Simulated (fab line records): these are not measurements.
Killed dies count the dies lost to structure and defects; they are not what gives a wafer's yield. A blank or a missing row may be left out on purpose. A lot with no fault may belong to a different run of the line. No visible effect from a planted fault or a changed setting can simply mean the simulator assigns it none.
A lot that was struck, set against a sound lot / flow sfq line / 41 out of 325 route steps
Sound: wafers L290.2, L290.5, L290.6. Struck: wafers L298.1, L298.6. (L298.5 of the same lot was not struck and is left out.) The cause comes at the end.
Each step with rows lists, per side, the tool, then ch with its chambers, then its first start. Under that, the readings that differ: sound wafers / struck wafers / difference of the means / sigmas: that difference in standard deviations of wafers without a fault.
alike: readings whose means differ by less than 2 such deviations, and words and numbers that are the same on both sides. not compared: withheld readings, readings that some wafer has no value for, bounds like >300 that may hide the same value, and numbers for which the record gives no deviation and whose values overlap.
The two part at a step that has a row with sigmas, a row that says differs or no value, or rows on one side only. Non-overlapping numbers with no deviation appear without sigmas and do not part them. A reading that every wafer of one side lacks parts them only if that side has two wafers or more.

first, 6 steps without rows for these wafers: SFQ_TRILAYER_L0_VIA_LITHO_COAT_018 (resist thk 62 nm); SFQ_TRILAYER_L0_VIA_LITHO_COAT_013 (resist thk 650 nm); SFQ_TRILAYER_L0_VIA_LITHO_SOFTBAKE_017; SFQ_TRILAYER_L0_VIA_LITHO_EXPOSE_014 (exposes mask L0V, target cd 700 nm); SFQ_TRILAYER_L0_VIA_LITHO_PEB_016 (peb time 60 s); SFQ_TRILAYER_L0_VIA_LITHO_DEVELOP_015 (time 60 s).
SFQ_L0V_OVL_MEAS_903:
  sound on overlay-02, day 5 14:16; struck on overlay-01, day 7 10:00
  alike: L0V_OVL
then, 5 steps without rows for these wafers: SFQ_TRILAYER_L0_VIA_BARC_OPEN_VIA_ETCH_021 (etches BARC in O2, target depth 125 nm, time 41.7 s); SFQ_TRILAYER_L0_VIA_ETCH_VIA_ETCH_016 (etches SiO2 in CHF3, stops on MoNx KI, target depth 80 nm); SFQ_TRILAYER_L0_VIA_STRIP_STRIP_017 (strips in O2); SFQ_TRILAYER_L0_VIA_STRIP_SOLV_CLEAN_018 (cleans in NMP, time 600 s); SFQ_TRILAYER_M0_DEP_PRE_CLEAN_020 (time 15 s).
SFQ_TRILAYER_M0_DEP_SPUTTER_019: material Nb, target thk 200 nm, time 133.3 s.
  sound on pvd sputter-06, day 5 15:11; struck on pvd sputter-05, day 7 10:58
reading=model.Nb_of_TRILAYER_M0_DEP_SPUTTER_019.thk nm (nm); sound=200.3 196.2 202.3; struck=120.4 119.8; difference=-79.5; sigmas=
  alike: cathode dc power W, throttle valve pct
SFQ_M0_RS_MEAS_904: measures by four-point-probe.
  sound on film metro-02, day 5 15:18; struck on film metro-02, day 7 11:25
reading=M0_NB_RS (ohm/sq); sound=0.889 0.907 0.879; struck=1.493 1.496; difference=+0.603; sigmas=+65
  not compared: hold
then, 5 steps without rows for these wafers: SFQ_TRILAYER_M0_LITHO_COAT_021 (resist thk 600 nm); SFQ_TRILAYER_M0_LITHO_SOFTBAKE_025; SFQ_TRILAYER_M0_LITHO_EXPOSE_022 (exposes mask M0, target cd 500 nm); SFQ_TRILAYER_M0_LITHO_PEB_024 (peb time 60 s); SFQ_TRILAYER_M0_LITHO_DEVELOP_023 (time 60 s).
-- the record jumps here: 3 days lie between the struck wafers' starts before and after --
SFQ_M0_OVL_MEAS_906:
  sound on overlay-02, day 8 08:09; struck on overlay-01, day 10 10:56
  alike: M0_OVL
then, 1 step without rows for these wafers: SFQ_TRILAYER_M0_BARC_OPEN_METAL_ETCH_031 (etches BARC in O2, target depth 125 nm, time 41.7 s).
SFQ_TRILAYER_M0_ETCH_METAL_ETCH_024: etches Nb in Cl2/Ar, stops on SiO2, target depth 240 nm, time 120 s.
  sound on rie metal-03 ch 0,1, day 8 08:14; struck on rie metal-01 ch 0,1, day 10 11:02
reading=oes product au (a.u.); sound=0.899 0.886 0.902; struck=0.678 0.689; difference=-0.212; sigmas=-31
  alike: drypump motor current A
  not compared: rf hours counter h
SFQ_TRILAYER_M0_STRIP_STRIP_025: strips in O2.
  sound on rie metal-03 ch 0,1, day 8 08:22; struck on rie metal-01 ch 0,1, day 10 11:10
  alike: drypump motor current A, oes product au
  not compared: rf hours counter h
then, 1 step without rows for these wafers: SFQ_TRILAYER_M0_STRIP_SOLV_CLEAN_026 (cleans in NMP, time 600 s).
SFQ_TRILAYER_I0_DEP_PECVD_027: deposits SiO2 from SiH4/N2O, time 111.11 s, target thk 500 nm.
  sound on pecvd-04 ch 0,1, day 8 09:08; struck on pecvd-04 ch 1, day 10 11:56
  alike: heater power w, throttle valve pct
SFQ_TRILAYER_I0_CMP_CMP_028: polishes SiO2.
  sound on cmp-01 ch 0,1,2, day 8 20:25; struck on cmp-02 ch 2, day 10 16:39
  alike: motor current A, slurry flow ml min, time to endpoint s
SFQ_I0_BOW_MEAS_907:
  sound on film metro-04, day 8 21:56; struck on film metro-03, day 10 19:09
  alike: I0_BOW
then, 7 steps without rows for these wafers: SFQ_TRILAYER_I0_METRO_MEASURE_029; SFQ_TRILAYER_I0_VIA_LITHO_COAT_036 (resist thk 62 nm); SFQ_TRILAYER_I0_VIA_LITHO_COAT_031 (resist thk 650 nm); SFQ_TRILAYER_I0_VIA_LITHO_SOFTBAKE_035; SFQ_TRILAYER_I0_VIA_LITHO_EXPOSE_032 (exposes mask I0, target cd 500 nm); SFQ_TRILAYER_I0_VIA_LITHO_PEB_034 (peb time 60 s); SFQ_TRILAYER_I0_VIA_LITHO_DEVELOP_033 (time 60 s).
SFQ_I0_OVL_MEAS_908:
  sound on overlay-02, day 10 11:19; struck on overlay-02, day 12 10:12
  alike: I0_OVL
then, 1 step without rows for these wafers: SFQ_TRILAYER_I0_VIA_BARC_OPEN_VIA_ETCH_046 (etches BARC in O2, target depth 125 nm, time 41.7 s).
SFQ_TRILAYER_I0_VIA_ETCH_VIA_ETCH_034: etches SiO2 in CHF3, stops on Nb, target depth 260 nm.
  sound on rie diel-02 ch 2,3, day 10 11:23; struck on rie diel-03 ch 0, day 12 10:17
  alike: drypump motor current A, oes product au
SFQ_TRILAYER_I0_VIA_STRIP_STRIP_035: strips in O2.
  sound on rie metal-02 ch 0,1, day 10 11:29; struck on rie metal-02 ch 0, day 12 10:23
  alike: drypump motor current A, oes product au
  not compared: rf hours counter h
then, 2 steps without rows for these wafers: SFQ_TRILAYER_I0_VIA_STRIP_SOLV_CLEAN_036 (cleans in NMP, time 600 s); SFQ_TRILAYER_M1_DEP_PRE_CLEAN_038 (time 22.5 s).
-- the record jumps here: 75 days lie between the struck wafers' starts before and after --
SFQ_M8_BOW_MEAS_951:
  sound on film metro-04, day 86 11:40; struck on film metro-01, day 87 16:49
reading=model.etest.m0.ohm um; sound=1.771 1.808 1.766; struck=2.969 3.012; difference=+1.209; sigmas=
reading=model.etest.i0.link ohm; sound=1.962 1.98 1.931; struck=2.574 2.574; difference=+0.616; sigmas=
reading=model.etest.m0.ohm sq; sound=0.8881 0.9064 0.8791; struck=1.478 1.485; difference=+0.590; sigmas=
  alike: M8_BOW

WHERE THEY PART
Last at SFQ_TRILAYER_M0_ETCH_METAL_ETCH_024 as far as this record goes, first at SFQ_M0_RS_MEAS_904. Later steps at which nothing parts them and some readings are alike: SFQ_TRILAYER_M0_STRIP_STRIP_025, SFQ_TRILAYER_I0_DEP_PECVD_027, SFQ_TRILAYER_I0_CMP_CMP_028, SFQ_I0_BOW_MEAS_907, SFQ_I0_OVL_MEAS_908, SFQ_TRILAYER_I0_VIA_ETCH_VIA_ETCH_034, SFQ_TRILAYER_I0_VIA_STRIP_STRIP_035, SFQ_M8_BOW_MEAS_951.

WHY: what had been put in by the simulator
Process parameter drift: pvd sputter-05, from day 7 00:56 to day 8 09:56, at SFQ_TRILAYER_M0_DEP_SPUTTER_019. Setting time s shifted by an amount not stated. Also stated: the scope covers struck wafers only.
